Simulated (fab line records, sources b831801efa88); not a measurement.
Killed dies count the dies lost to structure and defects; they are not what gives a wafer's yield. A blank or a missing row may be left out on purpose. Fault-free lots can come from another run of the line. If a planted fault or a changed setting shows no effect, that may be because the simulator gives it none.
Struck lot and sound lot, side by side / flow sfqLine / 42 steps out of a route of 325
Sound: the wafers L376.2, L376.3, L376.6. Struck: wafers L389.1, L389.3. (L389.5 of the same lot was not struck and is left out.) The cause comes at the end.
Each step with rows lists, per side, the tool, then ch with its chambers, then its first start. Under that, the readings that differ: sound wafers / struck wafers / difference of the means / sigmas: that difference in standard deviations of wafers without a fault.
alike: same words and numbers on both sides, and readings whose means sit less than 2 such deviations apart. not compared: any withheld reading, any reading some wafer has no value for, any bound like >300 that may hide the same value, and any number with overlapping values for which the record gives no deviation.
The two part at a step that has a row with sigmas, a row that says differs or no value, or rows on one side only. When numbers do not overlap yet have no deviation, they are printed without sigmas and do not part them. Lack of a reading on every wafer of one side parts them only where that side has two or more wafers.

first, 6 steps without rows for these wafers: SFQ_TRILAYER_I3_VIA_LITHO_COAT_090 (resist thk 62 nm); SFQ_TRILAYER_I3_VIA_LITHO_COAT_085 (resist thk 650 nm); SFQ_TRILAYER_I3_VIA_LITHO_SOFTBAKE_089; SFQ_TRILAYER_I3_VIA_LITHO_EXPOSE_086 (exposes mask I3, target cd 500 nm); SFQ_TRILAYER_I3_VIA_LITHO_PEB_088 (peb time 60 s); SFQ_TRILAYER_I3_VIA_LITHO_DEVELOP_087 (time 60 s).
SFQ_I3_OVL_MEAS_923:
  struck on overlay-01, day 39 23:46; sound on overlay-02, day 34 22:16
  alike: I3_OVL
then, 1 step without rows for these wafers: SFQ_TRILAYER_I3_VIA_BARC_OPEN_VIA_ETCH_121 (etches BARC in O2, target depth 125 nm, time 41.7 s).
SFQ_TRILAYER_I3_VIA_ETCH_VIA_ETCH_088: etches SiO2 in CHF3, stops on Nb, target depth 260 nm.
  sound on rieDiel-04 ch 0,2,3, day 34 22:20; struck on rieDiel-02 ch 0,3, day 39 23:51
  alike: drypumpMotorCurrentA, oesProductAu
SFQ_TRILAYER_I3_VIA_STRIP_STRIP_089: strips in O2.
  sound on rieMetal-01 ch 0,1, day 34 22:26; struck on rieMetal-02 ch 1, day 39 23:58
  alike: drypumpMotorCurrentA, oesProductAu
  not compared: rfHoursCounterH
then, 2 steps without rows for these wafers: SFQ_TRILAYER_I3_VIA_STRIP_SOLV_CLEAN_090 (cleans in NMP, time 600 s); SFQ_TRILAYER_M4_DEP_PRE_CLEAN_092 (time 22.5 s).
SFQ_TRILAYER_M4_DEP_SPUTTER_091: material Nb, target thk 200 nm, time 133.3 s.
  struck on pvdSputter-06, day 40 00:46; sound on pvdSputter-06, day 34 23:14
reading=model.Nb_of_TRILAYER_M4_DEP_SPUTTER_091.thkNm (nm); sound=199.6 199.3 197.2; struck=297.2 294.7; difference=+97.2; sigmas=
  alike: basePressurePa, cathodeDcPowerW, chamberPressurePa, throttleValvePct
SFQ_M4_RS_MEAS_924: measurement is done with a four-point probe.
  struck on filmMetro-01, day 40 00:52; sound on filmMetro-01, day 34 23:22
reading=M4_NB_RS (ohm/sq); sound=0.893 0.896 0.902; struck=0.597 0.603; difference=-0.297; sigmas=-30
then, 6 steps without rows for these wafers: SFQ_TRILAYER_M4_LITHO_COAT_098 (resist thk 62 nm); SFQ_TRILAYER_M4_LITHO_COAT_093 (resist thk 600 nm); SFQ_TRILAYER_M4_LITHO_SOFTBAKE_097; SFQ_TRILAYER_M4_LITHO_EXPOSE_094 (exposes mask M4, target cd 500 nm); SFQ_TRILAYER_M4_LITHO_PEB_096 (peb time 60 s); SFQ_TRILAYER_M4_LITHO_DEVELOP_095 (time 60 s).
-- the record jumps here: 2 days lie between the struck wafers' starts before and after --
SFQ_M4_OVL_MEAS_926:
  struck on overlay-01, day 42 03:48; sound on overlay-02, day 37 19:58
  alike: M4_OVL
SFQ_TRILAYER_M4_BARC_OPEN_METAL_ETCH_123: etches BARC in O2, target depth 125 nm, time 41.7 s.
  sound on rieMetal-04 ch 0,1, day 37 19:59; struck on rieMetal-04 ch 0, day 42 03:50
  alike: drypumpMotorCurrentA, oesProductAu
  not compared: rfHoursCounterH
SFQ_TRILAYER_M4_ETCH_METAL_ETCH_096: etches Nb in Cl2/Ar, stops on SiO2, target depth 240 nm, time 120 s.
  sound on rieMetal-04 ch 0,1, day 37 20:03; struck on rieMetal-04 ch 0, day 42 03:58
reading=oesProductAu (a.u.); sound=0.892 0.891 0.891; struck=0.980 0.986; difference=+0.092; sigmas=+12
  alike: drypumpMotorCurrentA
  not compared: rfHoursCounterH
then, 4 steps without rows for these wafers: SFQ_TRILAYER_M4_STRIP_STRIP_097 (strips in O2); SFQ_TRILAYER_M4_STRIP_SOLV_CLEAN_098 (cleans in NMP, time 600 s); SFQ_TRILAYER_I4_DEP_PECVD_099 (deposits SiO2 from SiH4/N2O, time 111.11 s, target thk 500 nm); SFQ_TRILAYER_I4_CMP_CMP_100 (polishes SiO2).
-- the record jumps here: 2 days lie between the struck wafers' starts before and after --
SFQ_I4_BOW_MEAS_927:
  struck on filmMetro-03, day 44 14:28; sound on filmMetro-03, day 40 01:01
  alike: I4_BOW
SFQ_TRILAYER_I4_METRO_MEASURE_101:
  struck on filmMetro-03, day 44 14:35; sound on filmMetro-03, day 40 01:19
  alike: thkNm
then, 6 steps without rows for these wafers: SFQ_TRILAYER_I4_VIA_LITHO_COAT_108 (resist thk 62 nm); SFQ_TRILAYER_I4_VIA_LITHO_COAT_103 (resist thk 650 nm); SFQ_TRILAYER_I4_VIA_LITHO_SOFTBAKE_107; SFQ_TRILAYER_I4_VIA_LITHO_EXPOSE_104 (exposes mask I4, target cd 700 nm); SFQ_TRILAYER_I4_VIA_LITHO_PEB_106 (peb time 60 s); SFQ_TRILAYER_I4_VIA_LITHO_DEVELOP_105 (time 60 s).
-- the record jumps here: 3 days lie between the struck wafers' starts before and after --
SFQ_I4_OVL_MEAS_928:
  struck on overlay-01, day 47 15:34; sound on overlay-02, day 43 00:32
reading=I4_OVL (nm); sound=-10 0 -7; struck=6 6; difference=+12; sigmas=+2
SFQ_TRILAYER_I4_VIA_BARC_OPEN_VIA_ETCH_146: etches BARC in O2, target depth 125 nm, time 41.7 s.
  sound on rieDiel-01 ch 0,1,2, day 43 00:34; struck on rieDiel-04 ch 2,3, day 47 15:36
  alike: drypumpMotorCurrentA, oesProductAu
  not compared: rfHoursCounterH
then, 4 steps without rows for these wafers: SFQ_TRILAYER_I4_VIA_ETCH_VIA_ETCH_106 (etches SiO2 in CHF3, stops on Nb, target depth 260 nm); SFQ_TRILAYER_I4_VIA_STRIP_STRIP_107 (strips in O2); SFQ_TRILAYER_I4_VIA_STRIP_SOLV_CLEAN_108 (cleans in NMP, time 600 s); SFQ_TRILAYER_JJ_TRILAYER_DEP_PRE_CLEAN_113 (time 22.5 s).
-- the record jumps here: 31 days lie between the struck wafers' starts before and after --
SFQ_M8_BOW_MEAS_951:
  struck on filmMetro-04, day 78 09:40; sound on filmMetro-04, day 70 03:06
reading=model.etest.m4.combLog10Ohm; sound=12 12 12; struck=0 0; difference=-12; sigmas=
reading=model.etest.m4.ohmSq; sound=0.8928 0.8942 0.9037; struck=0.5997 0.6046; difference=-0.2948; sigmas=
  alike: M8_BOW

## WHERE THEY PART
First at SFQ_M4_RS_MEAS_924; last, within this record, at SFQ_I4_OVL_MEAS_928. Later steps at which nothing parts them and some readings are alike: SFQ_TRILAYER_I4_VIA_BARC_OPEN_VIA_ETCH_146, SFQ_M8_BOW_MEAS_951.

WHY: whatever the simulator had introduced
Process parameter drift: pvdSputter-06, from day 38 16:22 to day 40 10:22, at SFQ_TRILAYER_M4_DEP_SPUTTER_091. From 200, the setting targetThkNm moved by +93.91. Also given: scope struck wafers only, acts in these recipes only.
